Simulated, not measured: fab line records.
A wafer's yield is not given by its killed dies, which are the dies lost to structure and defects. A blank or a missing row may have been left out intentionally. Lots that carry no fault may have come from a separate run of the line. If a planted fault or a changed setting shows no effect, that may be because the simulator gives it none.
fab line records ; flow sfqLine
record lots=14; wafers=42; lastDay=82
route steps=325 shown I0@43
lots that met no fault: from a run of the same line without faults
startH: the number of hours between the record's first day and the start of the first shown wafer of the lot ; waitH: hours from the lot's prior step to this one ; " the same as in the row above ; L1.1+2: a row that stands for several wafers ; - no value, or no start given ; * or withheld: withheld ; < > ~ a bound
route shown NAME@n: NAME is a module with steps in the file, n the number in the route of the first one ; usual: mean/standard deviation of fault-free wafers ; same: alike in all rows ; chamber/n: place in a boat ; sites: the reading at each site ; _std_site: standard deviation across them ; _edge_site: inner sites' mean taken away from outer sites' mean ; radiusMm: for every site, how far away it sits from the centre of the wafer ; mask NAME#n: copy n ; behind: the most recent tool/chamber to have shaped the wafer ; hold: the reason the lot was held/the length of the hold in hours/how it ended ; device: the transistor (n, p or np) that didn't switch ; end of line: the route-end tests of the same wafers ; a step without rows: its recipe alone ; killed: count of dies lost to structure and defects at first sort (not the wafer's yield) ; map: dies across one wafer; x = killed, . = not, _ = none there
set.NAME: setting as actually run; set.NAME@STEP: the setting as run at that earlier step ; model.NAME: the simulator's own value behind a step, which no gauge read
a sample of lots followed through the steps of the route, with each step as a table and each wafer as a row
services: when a tool's chamber went out of use (startH, in hours from the record's first day, below 0 if earlier), for how many hours, and the reason
## steps
# step SFQ_TRILAYER_I0_DEP_PECVD_027
# recipe material=SiO2; tempC=150; timeS=111.11; pressureTorr=2.4; rfW=183.3; precursor=SiH4/N2O; targetThkNm=500
# usual heaterPowerW=83/16; rfFwdPowerW=182.2/0.59; throttleValvePct=24.6/0.95
lot.wafer;tool;chamber;startH;waitH;heaterPowerW;rfFwdPowerW;throttleValvePct
L164.1;pecvd-02;0;111.83;0.0;107;181.5;23.9
L164.2;pecvd-02;1;111.83;0.0;88;183.2;24.9
L164.5;pecvd-02;1;111.83;0.0;69;183.0;24.8
L165.1;pecvd-01;0;115.43;0.0;69;182.8;22.7
L165.2;pecvd-01;1;115.43;0.0;57;181.9;25.1
L165.3;pecvd-01;1;115.43;0.0;59;182.4;25.3
L166.2;pecvd-01;0;119.03;0.0;63;182.3;22.8
L166.4;pecvd-01;1;119.03;0.0;70;182.3;25.2
L166.6;pecvd-01;0;119.03;0.0;69;182.2;22.6
L169.4;pecvd-02;0;147.93;0.0;107;180.6;24.0
L169.5;pecvd-02;2;147.93;0.0;89;182.5;23.8
L169.6;pecvd-02;1;147.93;0.0;85;181.1;24.7
L170.3;pecvd-02;0;153.89;0.0;107;181.5;23.8
L170.4;pecvd-02;1;153.89;0.0;85;181.7;24.7
L170.6;pecvd-02;0;153.89;0.0;107;181.6;23.8
L171.2;pecvd-02;2;158.69;0.0;87;182.1;24.1
L171.3;pecvd-02;0;158.69;0.0;96;181.9;23.8
L171.6;pecvd-02;1;158.69;0.0;76;181.5;24.6
L172.2;pecvd-01;0;163.51;0.0;57;181.2;22.9
L172.3;pecvd-01;1;163.51;0.0;72;183.0;25.4
L172.4;pecvd-01;2;163.51;0.0;96;182.1;24.2
L173.4;pecvd-02;1;171.94;0.0;70;182.4;24.8
L173.5;pecvd-02;0;171.94;0.0;95;182.4;24.1
L173.6;pecvd-02;2;171.94;0.0;79;182.0;24.4
L175.2;pecvd-01;2;218.91;0.0;102;182.0;24.8
L175.5;pecvd-01;1;218.91;0.0;66;182.9;25.9
L175.6;pecvd-01;0;218.91;0.0;70;183.0;23.3
L178.2;pecvd-02;1;241.73;0.0;74;211.3;24.5
L178.4;pecvd-02;0;241.73;0.0;99;211.9;24.2
L178.5;pecvd-02;1;241.73;0.0;77;211.1;24.9
L180.1;pecvd-02;1;248.91;0.0;62;211.1;24.7
L180.5;pecvd-02;1;248.91;0.0;67;211.0;24.8
L180.6;pecvd-02;0;248.91;0.0;89;210.1;24.0
L181.3;pecvd-04;0;270.08;0.0;91;182.2;27.1
L181.5;pecvd-04;2;270.08;0.0;107;181.3;25.8
L181.6;pecvd-04;0;270.08;0.0;95;181.8;27.0
L184.1;pecvd-01;2;284.46;0.0;92;182.8;24.6
L184.3;pecvd-01;0;284.46;0.0;69;182.3;23.8
L184.5;pecvd-01;2;284.46;0.0;97;182.4;24.7
L187.2;pecvd-01;1;303.78;0.0;70;181.6;26.0
L187.3;pecvd-01;0;303.78;0.0;72;182.3;24.0
L187.4;pecvd-01;2;303.78;0.0;97;181.4;25.0
## services
tool;chamber;startH;hours;kind
pecvd-01;2;111.50;7.6;repair
pecvd-01;2;119.92;5.4;repair
pecvd-04;0;169.88;5.1;repair
pecvd-04;-;185.89;1.4;repair
pecvd-02;-;198.89;0.4;repair
pecvd-01;-;228.64;14.6;pm
pecvd-02;1;261.42;7.0;repair
pecvd-01;-;264.54;0.8;repair
pecvd-01;-;273.11;0.8;repair
## key
firstSign step=SFQ_TRILAYER_I0_DEP_PECVD_027; reading=rfFwdPowerW; direction=up; sigmas=49; usual=182.2; struck=211.1
effect none on later readings
metAt SFQ_TRILAYER_I0_DEP_PECVD_027
struckLots L178,L180
onsetBetween 171.94 241.73
fault kind=processParameterDrift; tool=pecvd-02; chamber=-; onsetH=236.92; steps=SFQ_TRILAYER_I0_DEP_PECVD_027; channel=rfW; offset=29.328; shape=step; endH=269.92; actsIn=theseRecipesOnly; stated=183.3
